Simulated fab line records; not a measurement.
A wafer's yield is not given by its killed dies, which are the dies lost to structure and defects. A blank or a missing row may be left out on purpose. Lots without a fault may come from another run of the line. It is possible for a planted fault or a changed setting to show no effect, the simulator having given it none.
One fault through the eyes of 2 desks -- flow sky130 -- every desk sees just its own numbers, and what lay behind them comes last

## THE TOOL OWNER'S DESK: litho_track-04
The tool's own readings at SKY_RES_PROTECT_COAT_02 (resist thk 1140 nm): means of the sampled wafers that have a number, for each lot that ran on this tool. If a lot's mean is further than 4 standard deviations from the usual mean, the lot is out of limits and carries the mark OUT (the distance appears in the brackets).
Columns: A = chill_plate_temp_C at SKY_RES_PROTECT_COAT_02, usual 23.01 C; B = dispense_pressure_kPa at SKY_RES_PROTECT_COAT_02, usual 50 kPa
lot,first seen here,A,B
L732,day 22 06:44,23.07,47
This desk's finding: nothing out of limits on the one lot.

## THE METROLOGY DESK
What the gauges read for every lot (on any tool): the sampled wafers with a number, averaged. If a lot's mean is further than 4 standard deviations from the usual mean, the lot is out of limits and carries the mark OUT (the distance appears in the brackets).
Columns: A = GATE_OXIDE_OVL at SKY_GATE_OXIDE_OVL_MEAS_10, usual 0.6 nm; B = GATE_OXIDE_TW at SKY_GATE_OXIDE_TW_MEAS_14, usual 226.3; C = POLY_GATE_CVD_00_THK at SKY_POLY_GATE_THK_MEAS_01, usual 179.3 nm
lot,first seen here,A,B,C
L716,day 16 21:38,1.9,226.7,179.2
L728,day 19 22:58,-0.7,226.3,181.1
L729,day 20 00:08,2.5,224.9,178.4
L732,day 21 12:01,2.1,224.8,175.9
L733,day 21 19:22,-0.8,226.9,179.5
L734,day 22 00:03,-0.1,227.0,181.2
This desk found nothing out of limits on any of the 6 lots.

## PUT TOGETHER
Nothing out of limits was seen by the tool owner's desk.
Metrology desk: nothing out of limits seen.

## WHAT THE SIMULATOR PUT IN
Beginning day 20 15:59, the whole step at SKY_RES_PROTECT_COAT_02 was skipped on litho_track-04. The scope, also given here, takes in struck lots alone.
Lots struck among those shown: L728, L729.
